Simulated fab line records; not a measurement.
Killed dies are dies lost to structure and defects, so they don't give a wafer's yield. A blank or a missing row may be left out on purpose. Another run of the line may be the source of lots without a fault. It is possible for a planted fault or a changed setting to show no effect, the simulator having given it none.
Chamber matching / flow gf180mcu / GF_V5_CVD_02 on pecvd-03 has 3 sister chambers
The step deposits SiO2 from TEOS, target thk 1450 nm, time 163.28 s. 3 wafers are shown with their chamber, then 8 later ones without.

## EACH WAFER AND ITS CHAMBER
wafer=L085.4; chamber=1; heater-power-w (W)=509
wafer=L085.5; chamber=2; heater-power-w (W)=636
wafer=L086.2; chamber=0; heater-power-w (W)=752

## WAFERS WITH NO CHAMBER GIVEN
wafer=L086.4; heater-power-w (W)=414
wafer=L086.5; heater-power-w (W)=792
wafer=L089.1; heater-power-w (W)=758
wafer=L089.3; heater-power-w (W)=524
wafer=L089.4; heater-power-w (W)=639
wafer=L090.1; heater-power-w (W)=788
wafer=L090.3; heater-power-w (W)=719
wafer=L090.6; heater-power-w (W)=528

## EACH ONE'S CHAMBER
wafer=L086.4; from the rows above=1; in truth=1
wafer=L086.5; from the rows above=0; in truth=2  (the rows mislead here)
wafer=L089.1; from the rows above=0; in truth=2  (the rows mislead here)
wafer=L089.3; from the rows above=1; in truth=1
wafer=L089.4; from the rows above=2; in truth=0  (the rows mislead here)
wafer=L090.1; from the rows above=0; in truth=0
wafer=L090.3; from the rows above=can't be placed: 0 or 2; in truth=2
wafer=L090.6; from the rows above=1; in truth=1
Correctly placed: 4 of 8. Not placeable from these rows: 1 (in 1, the candidates include the true chamber). Wrongly placed: 3.
How it was worked out, from the rows above alone: a wafer's distance from a chamber is the root of the sum, over the readings, of the square of ((its reading less the chamber's mean) divided by the reading's scatter). If the next closest chamber is less than 2 further off than the closest, the wafer can't be placed; otherwise it belongs to the closest. The mean given for a chamber averages the wafers shown for that chamber. The scatter: root of mean squared gap, hidden wafer to nearest shown wafer, with one shown wafer a chamber.
